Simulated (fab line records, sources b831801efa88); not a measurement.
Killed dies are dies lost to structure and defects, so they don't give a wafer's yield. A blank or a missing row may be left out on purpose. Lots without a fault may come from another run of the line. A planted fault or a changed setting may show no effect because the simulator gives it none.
Chamber matching | flow sky130 | SKY_VIA2_CMP_02 on cmp-01: 4 sister chambers
The step polishes SiO2. 4 wafers are shown with their chamber, then 12 later ones without.

WAFERS WITH THEIR CHAMBER
wafer  | chamber | motor_current_A (A)
L091.4 | 2       | 12.4
L094.2 | 3       | 12.6
L094.4 | 0       | 11.8
L094.6 | 1       | 12.0

WAFERS WITHOUT THEIR CHAMBER
wafer  | motor_current_A (A)
L093.4 | 12.4
L093.5 | 11.7
L093.6 | 13.1
L095.3 | 12.3
L095.4 | 13.3
L095.5 | 12.3
L096.4 | 12.4
L096.5 | 12.7
L096.6 | 13.4
L097.3 | 12.0
L097.4 | 12.0
L097.5 | 13.4

WHICH CHAMBER EACH WENT THROUGH
wafer  | from the rows above               | in truth
L093.4 | can't be placed: 2 or 3 or 1 or 0 | 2
L093.5 | can't be placed: 0 or 1 or 2 or 3 | 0
L093.6 | can't be placed: 3 or 2 or 1 or 0 | 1
L095.3 | can't be placed: 2 or 3 or 1 or 0 | 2
L095.4 | can't be placed: 3 or 2 or 1 or 0 | 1
L095.5 | can't be placed: 2 or 3 or 1 or 0 | 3
L096.4 | can't be placed: 2 or 3 or 1 or 0 | 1
L096.5 | can't be placed: 3 or 2 or 1 or 0 | 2
L096.6 | can't be placed: 3 or 2 or 1 or 0 | 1
L097.3 | can't be placed: 1 or 0 or 2 or 3 | 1
L097.4 | can't be placed: 1 or 0 or 2 or 3 | 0
L097.5 | can't be placed: 3 or 2 or 1 or 0 | 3
Placed correctly: 0 of 12. Can't be placed from these rows: 12 (the true chamber is among the candidates in 12). Placed wrongly: 0.
How it was worked out, from the rows above alone: a wafer's distance from a chamber is the root of the sum, over the readings, of the square of ((its reading less the chamber's mean) divided by the reading's scatter). The wafer belongs to the nearest chamber; if the next one is less than 2 further off, it can't be placed. A chamber's mean is the mean of its shown wafers. The scatter: with one shown wafer a chamber, the root of the mean of the squares of how far each hidden wafer lies from its nearest shown one.
